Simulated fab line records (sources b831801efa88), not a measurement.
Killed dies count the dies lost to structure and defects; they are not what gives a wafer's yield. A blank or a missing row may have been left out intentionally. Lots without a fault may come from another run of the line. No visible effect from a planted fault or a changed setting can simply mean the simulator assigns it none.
Split-lot trial | flow sky130 | 23 wafers read from 5 lots, route of 708 steps

THE SPLIT
At SKY_VIA3_CVD_21 (deposits W, target thk 390 nm, time 117.31 s), the setting pressure torr was moved away from the recipe's 40 Torr on 10 of the 23 wafers read, by -11.9% to +5.3%. For the rest of the wafers, this setting stayed at what the recipe calls for.

Between the split and the reading, the file records no step.

THE READING
VIA3_W_RS in ohm/sq, measured at SKY_VIA3_RS_MEAS_22 by four-point-probe. Fault-free wafers of this fab line usually give 0.2958 ohm/sq, standard deviation 0.0027 ohm/sq.

wafer  | tool, chamber at the split | pressure torr as run, Torr | against the recipe | VIA3_W_RS, ohm/sq | against lot-mates on the recipe
L074.2 | cvd w-01, 0                | 40                         | recipe             | 0.2997            | -
L074.3 | cvd w-01, 0                | 40                         | recipe             | 0.2955            | -
L074.4 | cvd w-01, 1                | 40                         | recipe             | 0.2929            | -
L075.1 | cvd w-02, 0                | 40                         | recipe             | 0.2946            | -
L075.2 | cvd w-02, 1                | 40                         | recipe             | 0.2957            | -
L075.3 | cvd w-02, 1                | 40                         | recipe             | 0.2963            | -
L075.5 | cvd w-02, 0                | 40                         | recipe             | 0.2923            | -
L075.6 | cvd w-02, 1                | 40                         | recipe             | 0.2953            | -
L080.1 | cvd w-02, 0                | 35.25                      | -11.9%             | 0.3176            | no lot-mate on the recipe
L080.2 | cvd w-02, 1                | 35.25                      | -11.9%             | 0.3183            | no lot-mate on the recipe
L080.3 | cvd w-02, 0                | 35.25                      | -11.9%             | 0.3144            | no lot-mate on the recipe
L080.4 | cvd w-02, 1                | 35.25                      | -11.9%             | 0.3148            | no lot-mate on the recipe
L080.5 | cvd w-02, 0                | 35.25                      | -11.9%             | 0.3128            | no lot-mate on the recipe
L083.1 | cvd w-01, 1                | 40                         | recipe             | 0.2963            | -
L083.2 | cvd w-01, 0                | 40                         | recipe             | 0.2984            | -
L083.3 | cvd w-01, 1                | 40                         | recipe             | 0.2959            | -
L083.5 | cvd w-01, 1                | 40                         | recipe             | 0.2949            | -
L083.6 | cvd w-01, 0                | 40                         | recipe             | 0.2985            | -
L085.1 | cvd w-02, 1,0              | 42.11                      | +5.3%              | 0.2847            | no lot-mate on the recipe
L085.2 | cvd w-02, 1,0              | 42.11                      | +5.3%              | 0.2840            | no lot-mate on the recipe
L085.3 | cvd w-02, 0                | 42.11                      | +5.3%              | 0.2843            | no lot-mate on the recipe
L085.4 | cvd w-02, 1                | 42.11                      | +5.3%              | 0.2843            | no lot-mate on the recipe
L085.6 | cvd w-02, 0                | 42.11                      | +5.3%              | 0.2883            | no lot-mate on the recipe
The file does not say which wafer passed through which chamber wherever a row lists several chambers: such a row stands for several wafers.

THE FIT
A straight line over all 23 wafers: VIA3_W_RS changes by -0.00174 ohm/sq for each +1% of pressure torr; r = -0.98; the points scatter about the line by 0.0021 ohm/sq.
Too few moved wafers have a lot-mate on the recipe to fit a line with each lot's own level taken away.

THE WHOLE CHAIN: every reading that the file lists as answering this split, in the file's order
step                | what it does                                 | reading                                                                  | change (the file's fit)              | r (the file's)
SKY_VIA3_CVD_21     | deposits W, target thk 390 nm, time 117.31 s | W_of_VIA3_CVD_21.thk nm (the simulator's own value, which no gauge read) | +2.18 nm for each +1% of the setting | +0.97
SKY_VIA3_RS_MEAS_22 | measures by four-point-probe                 | VIA3_W_RS                                                                | -0.00174 for each +1% of the setting | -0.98

THE FILE'S OWN FIT
VIA3_W_RS changes by -0.00174 ohm/sq for each +1% of pressure torr, r = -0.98.
